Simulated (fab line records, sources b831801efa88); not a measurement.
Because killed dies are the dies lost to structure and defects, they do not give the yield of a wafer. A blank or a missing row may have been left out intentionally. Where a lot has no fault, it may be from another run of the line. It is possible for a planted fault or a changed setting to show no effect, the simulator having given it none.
The tool behind it: which one? || flow gf180mcu || 7 lots, 21 wafers sampled, at 1 step of a route of 602

== WHAT THE GAUGES READ, wafer by wafer ==
GF_V1_THK_MEAS_03.
{"lot": "L509", "measured": "day 17 13:40", "on": "film_metro-04", "V1_CVD_02_THK (nm)": "839 825 851"}
{"lot": "L512", "measured": "day 18 18:34", "on": "film_metro-02", "V1_CVD_02_THK (nm)": "833 838 843"}
{"lot": "L520", "measured": "day 21 12:49", "on": "film_metro-03", "V1_CVD_02_THK (nm)": "850 847 855"}
{"lot": "L525", "measured": "day 24 00:02", "on": "film_metro-04", "V1_CVD_02_THK (nm)": "843 850 860"}
{"lot": "L527", "measured": "day 24 06:34", "on": "film_metro-03", "V1_CVD_02_THK (nm)": "854 862 862"}
{"lot": "L529", "measured": "day 24 10:34", "on": "film_metro-04", "V1_CVD_02_THK (nm)": "835 856 854"}
{"lot": "L531", "measured": "day 25 14:45", "on": "film_metro-02", "V1_CVD_02_THK (nm)": "843 844 862"}

== WHICH TOOL RAN EACH LOT (tool, then ch and the chambers of the sampled wafers, then the start) ==
The record shows no process step preceding these readings.

== THE ANSWER, worked out from the rows above alone ==
Rule: the lots themselves supply what counts as usual. The widest of any qualifying gaps counts: lots, ordered by their means at a reading, are off when they make up no more than a third of the lots, leave a main group of 4 or more, and stand apart from it by 3 or more times the standard deviation of that group's means. If all means in a main group match to the digits the tables above print for the reading, that group is not used. Also off: a lot with no number at a reading for which 4 or more lots have one. All remaining lots with rows at the step are treated as sound.
None of the lots is off at any reading shown; this tells nothing.

== WHAT HAD BEEN PUT IN BY THE SIMULATOR ==
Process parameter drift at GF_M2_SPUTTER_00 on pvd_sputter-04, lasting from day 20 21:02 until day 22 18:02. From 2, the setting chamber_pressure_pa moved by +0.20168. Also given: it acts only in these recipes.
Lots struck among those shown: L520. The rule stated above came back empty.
